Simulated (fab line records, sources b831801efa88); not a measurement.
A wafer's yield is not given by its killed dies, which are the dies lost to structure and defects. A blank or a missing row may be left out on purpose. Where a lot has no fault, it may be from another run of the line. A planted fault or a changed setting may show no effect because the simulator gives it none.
Which of the tools did it?	flow gf180mcu	12 lots, 36 wafers sampled, at 6 steps of a route of 602

## WHAT THE GAUGES READ, wafer by wafer
GF_STI_BOW_MEAS_00.
lot	measured	on	INCOMING_BOW (um)
L187	day 1 10:04	film-metro-04	-6 5 -1
L189	day 1 20:00	film-metro-01	-3 -8 2
L190	day 2 01:00	film-metro-02	9 -7 -1
L191	day 2 06:00	film-metro-02	-10 5 3
L192	day 2 11:01	film-metro-02	3 -8 -5
L193	day 2 16:00	film-metro-04	-9 8 6
L204	day 4 23:01	film-metro-04	8 -14 -5
L205	day 5 04:00	film-metro-04	7 -3 -12
L206	day 5 09:00	film-metro-02	-11 3 -9
L207	day 5 14:01	film-metro-02	3 -3 4
L208	day 5 19:01	film-metro-04	5 -2 -2
L210	day 6 05:00	film-metro-02	-6 -5 -8

GF_STI_THK_MEAS_30.
lot	measured	on	STI_OXIDATION_02_THK (nm)
L187	day 2 06:20	film-metro-04	10.14 10.07 10.17
L189	day 3 00:36	film-metro-01	10.02 9.86 10.00
L190	day 3 04:06	film-metro-02	9.97 10.13 10.13
L191	day 3 06:53	film-metro-01	10.27 10.34 10.26
L192	day 3 09:55	film-metro-04	10.03 10.01 9.90
L193	day 3 13:31	film-metro-04	10.12 10.09 10.12
L204	day 5 22:02	film-metro-02	9.95 10.07 9.83
L205	day 6 03:20	film-metro-02	10.12 10.11 10.00
L206	day 6 09:24	film-metro-02	9.95 10.00 10.03
L207	day 6 12:55	film-metro-02	9.96 10.03 9.80
L208	day 6 18:34	film-metro-01	9.90 10.16 10.20
L210	day 7 09:22	film-metro-02	9.77 9.92 9.66

GF_MVSD_TW_MEAS_11.
lot	measured	on	MVSD_TW
L187	day 4 08:04	film-metro-04	1592 1589 1584
L189	day 5 04:24	film-metro-04	1593 1592 1586
L190	day 5 11:45	film-metro-04	1632 1622 1625
L191	day 5 13:11	film-metro-03	1620 1623 1627
L192	day 5 17:40	film-metro-03	1585 1581 1589
L193	day 5 20:41	film-metro-04	1623 1614 1633
L204	day 8 14:07	film-metro-04	1590 1594 1591
L205	day 8 21:02	film-metro-03	1576 1584 1578
L206	day 9 01:26	film-metro-04	1591 1591 1590
L207	day 9 07:13	film-metro-03	1592 1588 1589
L208	day 9 13:25	film-metro-04	1588 1589 1593
L210	day 10 03:50	film-metro-04	1585 1597 1588

GF_VT_IMPLANT_RS_MEAS_46: uses a four-point probe to measure.
lot	measured	on	MVSD_RS (ohm/sq)
L187	day 7 11:22	film-metro-03	456.1 457.0 454.4
L189	day 8 12:33	film-metro-03	457.3 457.3 458.0
L190	day 8 19:40	film-metro-04	423.2 422.9 422.5
L191	day 8 21:24	film-metro-04	424.0 423.9 423.9
L192	day 9 01:46	film-metro-04	456.2 457.1 456.7
L193	day 9 07:12	film-metro-04	423.7 424.2 423.5
L204	day 12 17:56	film-metro-04	457.9 457.6 457.5
L205	day 12 18:52	film-metro-01	457.3 455.0 456.3
L206	day 12 21:13	film-metro-03	456.0 455.8 456.9
L207	day 13 05:07	film-metro-03	457.8 457.1 456.9
L208	day 13 11:11	film-metro-04	457.4 456.7 457.7
L210	day 14 03:22	film-metro-04	458.7 458.6 459.9

## WHICH TOOL RAN EACH LOT (tool, then ch and the chambers of the sampled wafers, then the start)
lot	GF_NWELL_STRIP_10	GF_MVSD_IMPLANT_09
L187	plasma-asher-04 ch 0,1, day 3 06:23	implanter-01 ch 0, day 4 07:52
L189	plasma-asher-02 ch 0,1, day 4 01:11	implanter-03 ch 0, day 5 04:09
L190	plasma-asher-03 ch 0,1, day 4 06:14	implanter-03 ch 0, day 5 11:30
L191	plasma-asher-03 ch 0,1, day 4 08:53	implanter-03 ch 0, day 5 12:56
L192	plasma-asher-03 ch 0, day 4 12:45	implanter-01 ch 0, day 5 17:26
L193	plasma-asher-02 ch 0,1, day 4 16:11	implanter-03 ch 0, day 5 20:26
L204	plasma-asher-04 ch 0,1, day 7 05:23	implanter-03 ch 0, day 8 13:53
L205	plasma-asher-02 ch 0,1, day 7 11:05	implanter-01 ch 0, day 8 20:47
L206	plasma-asher-04 ch 0,1, day 7 15:54	implanter-02 ch 0, day 9 01:11
L207	plasma-asher-02 ch 0,1, day 7 21:45	implanter-03 ch 0, day 9 06:59
L208	plasma-asher-02 ch 0,1, day 8 03:30	implanter-01 ch 0, day 9 13:11
L210	plasma-asher-03 ch 0,1, day 8 17:41	implanter-03 ch 0, day 10 03:35
- GF_NWELL_STRIP_10: strips in O2/N2.
- GF_MVSD_IMPLANT_09

## WHAT THE TOOLS THEMSELVES READ (means of the sampled wafers that have a number; where no wafer has one, the mark that the record gives instead)
GF_NWELL_STRIP_10.
lot	tool	drypump-motor-current-A (A)	heater-power-w (W)	oes-product-au (a.u.)	strip-time-to-endpoint-s (s)
L187	plasma-asher-04	5.5	313	0.722	36.97
L189	plasma-asher-02	6.1	388	0.721	36.97
L190	plasma-asher-03	5.7	335	0.722	36.90
L191	plasma-asher-03	5.7	333	0.725	36.80
L192	plasma-asher-03	5.4	296	0.723	36.90
L193	plasma-asher-02	6.1	384	0.725	36.90
L204	plasma-asher-04	5.6	305	0.721	36.95
L205	plasma-asher-02	6.1	393	0.720	37.01
L206	plasma-asher-04	5.5	305	0.722	36.87
L207	plasma-asher-02	6.1	391	0.725	36.89
L208	plasma-asher-02	5.7	377	0.724	36.95
L210	plasma-asher-03	5.5	312	0.722	36.89

GF_MVSD_IMPLANT_09.
lot	tool	beam-energy-keV	dose-ions-cm2	faraday-current-uA
L187	implanter-01	99.99	5e+12	28.4
L189	implanter-03	100.03	5e+12	28.4
L190	implanter-03	99.94	8e+12	43.4
L191	implanter-03	100.00	8e+12	43.1
L192	implanter-01	99.99	5e+12	28.6
L193	implanter-03	100.00	8e+12	43.3
L204	implanter-03	99.97	5e+12	28.3
L205	implanter-01	99.99	5e+12	28.4
L206	implanter-02	99.97	5e+12	28.4
L207	implanter-03	100.03	5e+12	28.5
L208	implanter-01	100.00	5e+12	28.3
L210	implanter-03	100.02	5e+12	28.4

## THE ANSWER, worked out from the rows above alone
Rule: the lots themselves supply what counts as usual. Put in order of their means at a reading, lots are off if they are a third of the lots or fewer, leave a main group of 4 or more, and stand apart from it by a gap of 3 or more times the standard deviation of the main group's means; of several such gaps the widest counts. The tables above print the reading to a certain number of digits; a main group whose means all agree to those digits is not used. Also off: a lot with no number at a reading for which 4 or more lots have one. All remaining lots with rows at the step are treated as sound. Order of review: gauges by route order, followed by the tools' own readings, for which a lot's mean as printed above is used. The first step at which some lot is off is used, and at that step the reading that is off furthest; a lot without a number counts as furthest.
Off: L190, L191, L193, seen at GF_MVSD_TW_MEAS_11 (MVSD_TW). For the main group the mean is 1588 and the standard deviation 3.7.
If a tool, at a process step before that reading, ran all the lots that are off and no sound lot after the first of them, it fits. The gauges at GF_MVSD_TW_MEAS_11 aren't tried: what is off there is off at GF_MVSD_IMPLANT_09 too, on other tools, and a gauge's error can't cause that. Of those tried, none fits.

## WHAT HAD BEEN PUT IN BY THE SIMULATOR
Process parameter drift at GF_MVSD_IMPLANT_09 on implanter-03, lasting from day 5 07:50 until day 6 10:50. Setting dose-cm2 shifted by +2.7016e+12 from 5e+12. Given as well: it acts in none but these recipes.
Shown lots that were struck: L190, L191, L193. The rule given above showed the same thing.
